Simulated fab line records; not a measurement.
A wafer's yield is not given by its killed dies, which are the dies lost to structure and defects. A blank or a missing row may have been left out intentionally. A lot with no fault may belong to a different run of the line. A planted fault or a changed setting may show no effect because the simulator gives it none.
Comparing a struck lot with a sound one | flow sky130 | 29 out of 708 route steps
Sound: wafers L804.1, L804.3, L804.4. Wafers L802.3, L802.4, L802.5 were the ones struck. The cause is named last.
For every step that has rows: the tool of each side, followed by ch and its chambers, followed by its first start. Under that, the readings that differ: sound wafers | struck wafers | difference of the means | sigmas: that difference in standard deviations of wafers without a fault.
alike: readings whose means differ by less than 2 such deviations, and words and numbers that are the same on both sides. not compared: withheld readings, readings that some wafer has no value for, bounds like >300 that may hide the same value, and numbers for which the record gives no deviation and whose values overlap.
A row with sigmas, a row that says differs or no value, or rows on one side alone: a step with any of these is where the two part. When numbers do not overlap yet have no deviation, they are printed without sigmas and do not part them. Lack of a reading on every wafer of one side parts them only where that side has two or more wafers.

SKY_POLY_GATE_CD_MEAS_13 targets a cd of 150 nm.
  sound on cd sem-02 at day 22 10:44; struck on cd sem-02 at day 21 23:37
  alike: cd nm
SKY_POLY_GATE_OVL_MEAS_14:
  sound on overlay-02 at day 22 10:51; struck on overlay-01 at day 21 23:43
  reading            | sound   | struck  | difference | sigmas
  POLY_GATE_OVL (nm) | -3 -5 2 | 7 15 12 | +13        | +3
SKY_POLY_GATE_ETCH_15: etches BARC in N2/H2, stops on SiO2, time 118.5 s, target depth 110 nm.
  sound on rie diel-02 ch 0,2,3, day 22 10:53; struck on rie diel-04 ch 1,3, day 21 23:44
  alike: drypump motor current A, oes product au, throttle valve pct
  not compared: rf hours counter h
SKY_POLY_GATE_ETCH_16: etches Si3N4 in CH3F/O2, stops on poly-Si, time 147.5 s, target depth 75 nm.
  sound on rie diel-02 ch 0,2,3, day 22 10:58; struck on rie diel-04 ch 1,3, day 21 23:49
  alike: ch3f flow sccm, drypump motor current A, oes product au, throttle valve pct
  not compared: rf hours counter h
SKY_POLY_GATE_ETCH_17: etches poly-Si in HBr/Cl2, stops on SiO2, target depth 180 nm, time 70.5 s.
  sound on rie si-02 ch 0,1,3, day 22 11:04; struck on rie si-02 ch 0,1,3, day 21 23:55
  alike: drypump motor current A, mfc cl2 sccm, oes product au, throttle valve pct
  not compared: rf hours counter h
SKY_POLY_GATE_STRIP_18: strips in O2/N2.
  sound on plasma asher-04 ch 0,1, day 22 11:07; struck on plasma asher-01 ch 0,1, day 22 00:00
  alike: drypump motor current A, oes product au, strip time to endpoint s
  not compared: rf hours counter h
then, 2 steps without rows for these wafers: SKY_POLY_GATE_CLEAN_19 (cleans in SC1/SC2, time 150 s); SKY_POLY_GATE_OXIDATION_20 (stabilise 600 s, purge 300 s, target thk 4 nm).
SKY_POLY_GATE_THK_MEAS_21:
  sound on film metro-02 at day 22 13:13; struck on film metro-04 at day 22 01:44
  alike: POLY_GATE_OXIDATION_THK
SKY_POLY_GATE_CD_MEAS_22:
  sound on cd sem-02 at day 22 13:16; struck on cd sem-01 at day 22 01:50
  alike: cd nm
then, 2 steps without rows for these wafers: SKY_LDD_N_DEHYDRATE_00 (time 60 s); SKY_LDD_N_HMDS_01 (prime time 60 s).
SKY_LDD_N_COAT_02: resist thk 300 nm.
  sound on litho track-04 ch 0, day 23 04:17; struck on litho track-02 ch 0, day 22 17:05
  reading                                    | sound                | struck               | difference | sigmas
  spin speed rpm (rpm)                       | 3002.6 3002.9 3000.8 | 2842.7 2843.2 2844.0 | -158.8     | -76
  model.NOVOLAK_of_LDD_N_COAT_02.thk nm (nm) | 300.9 300.9 302      | 308.9 307.7 308      | +6.9       |
then, 3 steps without rows for these wafers: SKY_LDD_N_SOFTBAKE_03 (time 60 s); SKY_LDD_N_EXPOSE_04 (exposes mask NTM, target cd 840 nm); SKY_LDD_N_PEB_05.
SKY_LDD_N_DEVELOP_06: develop time 60 s.
  sound on litho track-04 ch 0, day 23 18:50; struck on litho track-03 ch 0, day 23 07:31
  reading                                    | sound             | struck            | difference | sigmas
  model.NOVOLAK_of_LDD_N_COAT_02.thk nm (nm) | 300.5 300.5 301.6 | 308.5 307.3 307.6 | +6.9       |
SKY_LDD_N_OVL_MEAS_07:
  sound on overlay-01 at day 23 18:59; struck on overlay-01 at day 23 07:38
  alike: LDD_N_OVL
then, 8 steps without rows for these wafers: SKY_LDD_N_IMPLANT_08; SKY_LDD_N_IMPLANT_09; SKY_LDD_N_IMPLANT_10; SKY_LDD_N_IMPLANT_11; SKY_LDD_N_IMPLANT_12; SKY_LDD_N_IMPLANT_13; SKY_LDD_N_IMPLANT_14; SKY_LDD_N_IMPLANT_15.
SKY_LDD_N_STRIP_16: strips in O2/N2.
  sound on plasma asher-04 ch 0,1, day 23 21:25; struck on plasma asher-04 ch 0,1, day 23 08:53
  reading                      | sound             | struck            | difference | sigmas
  strip time to endpoint s (s) | 4.335 4.317 4.333 | 4.421 4.406 4.421 | +0.088     | +7
  alike: drypump motor current A, oes product au
  not compared: rf hours counter h
SKY_LDD_N_TW_MEAS_17:
  sound on film metro-02 at day 23 21:31; struck on film metro-03 at day 23 08:59
  alike: LDD_N_TW
-- here the record skips 26 days between the struck wafers' starts before and after, leaving off in module LDD_N and picking up in module PAD_OPEN (first step shown: number 708 of the route) --
SKY_PAD_OPEN_PROBE_99:
  sound on prober-01 at day 49 17:33; struck on prober-02 at day 49 10:23
  alike: killed_at_M0_to_M3, killed_at_M4_up, killed at contacts, killed at front end, killed at other, killed dies, killed open, killed short

== WHERE THEY PART ==
At SKY_POLY_GATE_OVL_MEAS_14 first; at SKY_LDD_N_STRIP_16 last (within this record only). Later steps at which nothing parts them and some readings are alike: SKY_LDD_N_TW_MEAS_17, SKY_PAD_OPEN_PROBE_99.

WHY: whatever the simulator had introduced
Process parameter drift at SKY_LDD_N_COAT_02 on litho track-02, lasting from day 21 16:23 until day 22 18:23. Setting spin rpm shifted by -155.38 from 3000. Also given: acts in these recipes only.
